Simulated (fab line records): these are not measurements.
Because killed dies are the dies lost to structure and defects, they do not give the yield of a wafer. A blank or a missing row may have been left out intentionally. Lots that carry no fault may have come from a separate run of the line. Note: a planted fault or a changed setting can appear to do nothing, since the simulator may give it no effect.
Which tool did it?	flow gf180mcu	7 lots with 21 wafers sampled at 2 steps, on a route of 602 steps

## WHAT THE GAUGES SHOWED, per wafer
GF_V5_BOW_MEAS_05.
lot	measured	on	V5_BOW (um)
L859	day 27 09:52	film_metro-01	133 137 137
L862	day 28 08:56	film_metro-02	146 140 143
L864	day 28 23:13	film_metro-02	120 116 117
L867	day 30 03:20	film_metro-03	125 121 126
L869	day 30 11:10	film_metro-02	123 134 127
L870	day 31 00:14	film_metro-01	133 137 130
L876	day 32 07:31	film_metro-03	137 141 128

## TOOL THAT RAN EACH LOT (tool first, then ch and the chambers of the sampled wafers, then the start)
lot	GF_MIM_SPUTTER_09
L859	pvd_sputter-04, day 25 14:13
L862	pvd_sputter-04, day 26 15:11
L864	pvd_sputter-01, day 27 05:46
L867	pvd_sputter-04, day 28 10:22
L869	pvd_sputter-04, day 28 19:46
L870	pvd_sputter-01, day 29 09:06
L876	pvd_sputter-04, day 30 17:56
- GF_MIM_SPUTTER_09: material TiN, target thk 35 nm, time 29.2 s.

## THE ANSWER, worked out from the rows above alone
Rule: the lots themselves supply what counts as usual. Put in order of their means at a reading, lots are off if they are a third of the lots or fewer, leave a main group of 4 or more, and stand apart from it by a gap of 3 or more times the standard deviation of the main group's means; of several such gaps the widest counts. A main group whose means are all the same, to the digits that the tables above print for the reading, isn't used. A lot without any number at a reading at which 4 lots or more have one is off too. Where the step has rows for the other lots, those lots are counted as sound.
Across all readings shown, no lot is off: no conclusion can be drawn from this.

## WHAT THE SIMULATOR HAD PUT IN
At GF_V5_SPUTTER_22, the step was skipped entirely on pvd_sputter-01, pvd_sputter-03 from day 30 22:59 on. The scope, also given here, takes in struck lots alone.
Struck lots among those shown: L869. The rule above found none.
